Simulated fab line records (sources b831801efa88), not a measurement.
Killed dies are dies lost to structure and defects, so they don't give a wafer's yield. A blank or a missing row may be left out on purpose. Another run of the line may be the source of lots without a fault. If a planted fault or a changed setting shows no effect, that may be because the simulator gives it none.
Which tool is to blame?    flow gf180mcu    11 lots, 33 wafers sampled, at 4 steps of a route of 602

## WHAT EACH GAUGE READ, for each wafer
GF_VT_IMPLANT_TW_MEAS_21.
lot   measured      on             VT_IMPLANT_2_TW
L976  day 6 08:43   film_metro-03  1223 1228 1230
L977  day 6 12:41   film_metro-01  1224 1222 1229
L978  day 6 17:17   film_metro-01  1233 1232 1223
L979  day 7 00:40   film_metro-01  1223 1210 1215
L980  day 7 06:20   film_metro-01  1216 1212 1212
L981  day 7 14:44   film_metro-01  1213 1217 1219
L987  day 9 06:05   film_metro-02  1358 1365 1363
L990  day 10 00:11  film_metro-03  1386 1386 1385
L993  day 10 19:05  film_metro-03  1218 1217 1217
L995  day 11 04:58  film_metro-03  1224 1220 1221
L997  day 11 16:25  film_metro-02  1196 1196 1200

GF_HV_LDD_TW_MEAS_38.
lot   measured      on             HV_LDD_3_TW
L976  day 11 19:13  film_metro-02  1418 1416 1423
L977  day 12 02:44  film_metro-02  1411 1411 1426
L978  day 12 02:28  film_metro-02  1412 1407 1417
L979  day 12 20:07  film_metro-02  1425 1417 1423
L980  day 13 06:10  film_metro-04  1429 1430 1423
L981  day 13 12:00  film_metro-04  1416 1414 1421
L987  day 15 08:18  film_metro-02  1408 1418 1408
L990  day 16 00:25  film_metro-01  1438 1449 1446
L993  day 17 06:22  film_metro-02  1412 1417 1420
L995  day 17 16:01  film_metro-02  1419 1423 1419
L997  day 18 08:13  film_metro-04  1412 1419 1409

## EACH LOT AND THE TOOL THAT RAN IT (in order: tool; ch and the chambers of the sampled wafers; start)
lot   GF_MVSD_STRIP_10                     GF_VT_IMPLANT_IMPLANT_19
L976  plasma_asher-03 ch 0,1, day 4 12:47  implanter-01 ch 0, day 6 08:28
L977  plasma_asher-03 ch 0,1, day 4 16:04  implanter-01 ch 0, day 6 12:26
L978  plasma_asher-03 ch 0,1, day 4 21:09  implanter-02 ch 0, day 6 17:04
L979  plasma_asher-01 ch 0,1, day 5 03:23  implanter-01 ch 0, day 7 00:25
L980  plasma_asher-04 ch 0,1, day 5 08:34  implanter-01 ch 0, day 7 06:05
L981  plasma_asher-03 ch 0,1, day 5 16:37  implanter-03 ch 0, day 7 14:29
L987  plasma_asher-03 ch 0, day 7 03:49    implanter-03 ch 0, day 9 05:50
L990  plasma_asher-03 ch 0,1, day 7 20:21  implanter-03 ch 0, day 9 23:58
L993  plasma_asher-04 ch 0,1, day 8 15:27  implanter-01 ch 0, day 10 18:52
L995  plasma_asher-03 ch 0, day 9 01:28    implanter-02 ch 0, day 11 04:44
L997  plasma_asher-03 ch 1, day 9 12:34    implanter-02 ch 0, day 11 16:11
- GF_MVSD_STRIP_10: strips in O2/N2.
- GF_VT_IMPLANT_IMPLANT_19

## WHAT THE TOOLS THEMSELVES READ (means of the sampled wafers that have a number; where no wafer has one, the mark that the record gives instead)
GF_MVSD_STRIP_10.
lot   tool             drypump_motor_current_A (A)  heater_power_w (W)  oes_product_au (a.u.)  strip_time_to_endpoint_s (s)
L976  plasma_asher-03  5.8                          337                 0.722                  36.93
L977  plasma_asher-03  5.8                          337                 0.722                  36.96
L978  plasma_asher-03  5.8                          340                 0.722                  37.00
L979  plasma_asher-01  6.1                          386                 0.725                  36.92
L980  plasma_asher-04  5.3                          318                 0.719                  37.03
L981  plasma_asher-03  5.8                          333                 0.723                  37.00
L987  plasma_asher-03  6.0                          351                 0.718                  37.03
L990  plasma_asher-03  5.6                          332                 0.726                  37.03
L993  plasma_asher-04  5.2                          323                 0.723                  37.01
L995  plasma_asher-03  6.0                          342                 0.723                  36.91
L997  plasma_asher-03  5.5                          320                 0.720                  36.96

GF_VT_IMPLANT_IMPLANT_19.
lot   tool          dose_ions_cm2  faraday_current_uA
L976  implanter-01  4.356e+12      24.4
L977  implanter-01  4.351e+12      24.6
L978  implanter-02  4.347e+12      24.7
L979  implanter-01  4.346e+12      24.7
L980  implanter-01  4.350e+12      24.4
L981  implanter-03  4.346e+12      24.0
L987  implanter-03  6.598e+12      37.1
L990  implanter-03  6.594e+12      37.0
L993  implanter-01  4.353e+12      24.4
L995  implanter-02  4.356e+12      24.4
L997  implanter-02  4.354e+12      24.7

## THE ANSWER, worked out from the rows above alone
Rule: the lots themselves supply what counts as usual. The widest of any qualifying gaps counts: lots, ordered by their means at a reading, are off when they make up no more than a third of the lots, leave a main group of 4 or more, and stand apart from it by 3 or more times the standard deviation of that group's means. Not used: any main group whose means are identical at the precision the tables above print for the reading. Also off: a lot with no number at a reading for which 4 or more lots have one. Where the step has rows for the other lots, those lots are counted as sound. The gauges are gone through in route order, then the tools' own readings, and for those a lot's mean is taken as printed above. At the first step where some lot is off, the reading lying furthest off is the one used; lots without a number count as furthest.
Off: L987, L990, seen at GF_VT_IMPLANT_TW_MEAS_21 (VT_IMPLANT_2_TW). The main group has a mean of 1218 with a standard deviation of 9.
If a tool, at a process step before that reading, ran all the lots that are off and no sound lot after the first of them, it fits. Not tried: the gauges at GF_VT_IMPLANT_TW_MEAS_21; whatever is off there is also off at GF_VT_IMPLANT_IMPLANT_19, on other tools, and gauge error can't account for it. One fits: implanter-03 at GF_VT_IMPLANT_IMPLANT_19. Its last sound lot is L981 (day 7 14:29), its first lot that is off L987 (day 9 05:50): a fault that began between those two fits.
The tool's own readings at GF_VT_IMPLANT_IMPLANT_19 bear it out: on the lots that are off they differ by more than 5 times the standard deviation of the sound lots' means. dose_ions_cm2 reads 6.596e+12 there against 4.351e+12 on the sound lots; faraday_current_uA reads 37.0 there against 24.5 on the sound lots.

## WHAT THE SIMULATOR HAD INSERTED
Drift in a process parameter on implanter-03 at GF_VT_IMPLANT_IMPLANT_19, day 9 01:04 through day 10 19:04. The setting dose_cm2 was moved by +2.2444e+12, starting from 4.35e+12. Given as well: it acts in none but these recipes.
Lots struck among those shown: L987, L990. The rule above reached the same finding.
